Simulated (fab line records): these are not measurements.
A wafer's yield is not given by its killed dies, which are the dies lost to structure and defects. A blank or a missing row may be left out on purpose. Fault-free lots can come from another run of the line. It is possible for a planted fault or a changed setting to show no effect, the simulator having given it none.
A lot that was struck, set against a sound lot / flow sky130 / 14 out of 708 route steps
Sound: wafers L300.2, L300.3, L300.6. Struck: wafers L313.2, L313.5, L313.6. The cause is given at the end.
At each step with rows: each side's tool, then ch and its chambers, then its first start. Under that, the readings that differ: sound wafers / struck wafers / difference of the means / sigmas: that difference in standard deviations of wafers without a fault.
alike: readings whose means differ by less than 2 such deviations, and words and numbers that are the same on both sides. not compared: withheld readings, readings that some wafer has no value for, bounds like >300 that may hide the same value, and numbers for which the record gives no deviation and whose values overlap.
A row with sigmas, a row that says differs or no value, or rows on one side alone: a step with any of these is where the two part. When numbers do not overlap yet have no deviation, they are printed without sigmas and do not part them. Lack of a reading on every wafer of one side parts them only where that side has two or more wafers.

first, 6 steps without rows for these wafers: SKY_VIA4_HMDS_05 (prime time 60 s); SKY_VIA4_COAT_06 (resist thk 1140 nm); SKY_VIA4_SOFTBAKE_07 (time 58.38 s); SKY_VIA4_EXPOSE_08 (exposes mask VIM4, target cd 800 nm); SKY_VIA4_PEB_09; SKY_VIA4_DEVELOP_10 (develop time 60 s).
SKY_VIA4_OVL_MEAS_11:
  struck on overlay-01, day 47 02:04; sound on overlay-01, day 43 16:19
  alike: VIA4_OVL
SKY_VIA4_ETCH_12: etches SiO2 in C4F8/O2/Ar, stops on TiN, target depth 580 nm.
  sound on rie diel-01 ch 0,1,3, day 43 16:21; struck on rie diel-01 ch 0,3, day 47 02:06
  alike: oes product au
SKY_VIA4_STRIP_13: strips in O2/N2.
  sound on plasma asher-04 ch 0,1, day 43 16:25; struck on plasma asher-04 ch 0,1, day 47 02:10
  alike: drypump motor current A, oes product au, strip time to endpoint s
  not compared: rf hours counter h
then, 3 steps without rows for these wafers: SKY_VIA4_STRIP_14 (strips in post etch residue remover, time 1200 s); SKY_VIA4_CLEAN_15 (cleans in IPA, time 180 s); SKY_VIA4_CLEAN_16 (cleans in O3/DIW).
SKY_VIA4_SPUTTER_17: material TiN, target thk 20 nm, time 80 s.
  struck on pvd sputter-01, day 47 02:54; sound on pvd sputter-03, day 43 17:01
  no value came back on the struck wafers for cathode dc power W (W), chamber pressure pa (Pa), throttle valve pct (%); on the sound wafers cathode dc power W (W) reads 4000.6 4000.7 3998.9
SKY_VIA4_CVD_18: deposits W, target thk 505 nm, time 152.14 s.
  sound on cvd w-01 ch 1, day 43 17:08; struck on cvd w-02 ch 0,1, day 47 02:58
  alike: chamber pressure Torr, heater power w
  not compared: since wet clean h

== WHERE THEY PART ==
SKY_VIA4_SPUTTER_17 only, going by this record. Later steps at which nothing parts them and some readings are alike: SKY_VIA4_CVD_18.

WHY: the cause the simulator had injected
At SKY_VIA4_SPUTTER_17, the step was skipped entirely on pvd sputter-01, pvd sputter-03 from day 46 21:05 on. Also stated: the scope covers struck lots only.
